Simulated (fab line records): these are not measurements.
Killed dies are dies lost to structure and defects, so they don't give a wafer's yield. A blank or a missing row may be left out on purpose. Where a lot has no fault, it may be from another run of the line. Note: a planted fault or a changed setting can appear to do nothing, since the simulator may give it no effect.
A struck lot beside a sound one :: flow sky130 :: 18 out of 708 route steps
Sound: these wafers, L807.1, L807.4, L807.5. Struck: wafers L815.1, L815.2, L815.4. The cause is named last.
For every step that has rows: the tool of each side, followed by ch and its chambers, followed by its first start. Under that, the readings that differ: sound wafers :: struck wafers :: difference of the means :: sigmas: that difference in standard deviations of wafers without a fault.
alike: a reading whose means differ by less than 2 such deviations, as well as words and numbers matching on both sides. not compared: withheld readings; readings where some wafer has no value; bounds like >300 that might hide an equal value; numbers whose values overlap and for which the record gives no deviation.
Wherever a step has rows on one side only, a row that says differs or no value, or a row with sigmas, the two part there. Numbers that don't overlap but have no deviation are shown without sigmas and don't part them. Lack of a reading on every wafer of one side parts them only where that side has two or more wafers.

SKY_POLY_GATE_ETCH_15: etches BARC in N2/H2, stops on SiO2, time 118.5 s, target depth 110 nm.
  sound on rie-diel-03 ch 0,1,3, day 18 03:58; struck on rie-diel-01 ch 0,1,2, day 21 02:35
  alike: bias-w, drypump-motor-current-A, oes-product-au, throttle-valve-pct
  not compared: rf-hours-counter-h
SKY_POLY_GATE_ETCH_16: etches Si3N4 in CH3F/O2, stops on poly-Si, time 147.5 s, target depth 75 nm.
  sound on rie-diel-03 ch 0,1,3, day 18 04:04; struck on rie-diel-01 ch 0,1,2, day 21 02:40
  alike: bias-w, drypump-motor-current-A, oes-product-au, throttle-valve-pct
  not compared: rf-hours-counter-h
SKY_POLY_GATE_ETCH_17: etches poly-Si in HBr/Cl2, stops on SiO2, target depth 180 nm, time 70.5 s.
  sound on rie-si-01 ch 0,1,3, day 18 04:10; struck on rie-si-02 ch 1,2,3, day 21 02:46
  alike: bias-w, drypump-motor-current-A, mfc-cl2-sccm, oes-product-au, throttle-valve-pct
  not compared: rf-hours-counter-h
SKY_POLY_GATE_STRIP_18: strips in O2/N2.
  sound on plasma-asher-01 ch 0,1, day 18 04:13; struck on plasma-asher-01 ch 0,1, day 21 02:49
  alike: drypump-motor-current-A, oes-product-au, strip-time-to-endpoint-s
  not compared: rf-hours-counter-h
then, 2 steps without rows for these wafers: SKY_POLY_GATE_CLEAN_19 (cleans in SC1/SC2, time 150 s); SKY_POLY_GATE_OXIDATION_20 (stabilise 600 s, purge 300 s, target thk 4 nm).
SKY_POLY_GATE_THK_MEAS_21:
  sound on film-metro-04 at day 18 05:55; struck on film-metro-02 at day 21 04:13
  alike: POLY_GATE_OXIDATION_THK
SKY_POLY_GATE_CD_MEAS_22:
  sound on cd-sem-01 at day 18 05:58; struck on cd-sem-02 at day 21 04:17
  alike: cd-nm
then, 4 steps without rows for these wafers: SKY_LDD_N_DEHYDRATE_00 (time 60 s); SKY_LDD_N_HMDS_01 (prime time 60 s); SKY_LDD_N_COAT_02 (resist thk 300 nm); SKY_LDD_N_SOFTBAKE_03 (time 60 s).
SKY_LDD_N_EXPOSE_04: exposes mask NTM, target cd 840 nm.
  sound on iline-stepper-02 ch 0, day 18 21:18; struck on iline-stepper-01 ch 0, day 21 20:05
reading: model.LDD_N.overlay-x-nm (nm)
sound: 1.471 1.471 1.471
struck: -49.97 -49.97 -49.97
difference: -51.44
sigmas: 
  alike: mask
then, 2 steps without rows for these wafers: SKY_LDD_N_PEB_05; SKY_LDD_N_DEVELOP_06 (develop time 60 s).
SKY_LDD_N_OVL_MEAS_07:
  sound on overlay-01 at day 19 12:55; struck on overlay-02 at day 22 10:51
reading: LDD_N_OVL (nm)
sound: 0.6 0.2 1.8
struck: -48.8 -50.0 -51.0
difference: -50.8
sigmas: -42
after that, 1 step had no rows for these wafers: SKY_LDD_N_IMPLANT_08.
-- here the record skips 26 days between the struck wafers' starts before and after, leaving off in module LDD_N and picking up in module PAD_OPEN (first step shown: number 708 of the route) --
SKY_PAD_OPEN_PROBE_99:
  sound on prober-02 at day 46 21:46; struck on prober-02 at day 48 18:01
  alike: killed_at_M0_to_M3, killed_at_M4_up, killed-at-contacts, killed-at-front-end, killed-at-other, killed-dies, killed-open, killed-short

## WHERE THEY PART
At SKY_LDD_N_OVL_MEAS_07 and nowhere else, as far as this record goes. Later steps at which nothing parts them and some readings are alike: SKY_PAD_OPEN_PROBE_99.

WHY: the cause the simulator had injected
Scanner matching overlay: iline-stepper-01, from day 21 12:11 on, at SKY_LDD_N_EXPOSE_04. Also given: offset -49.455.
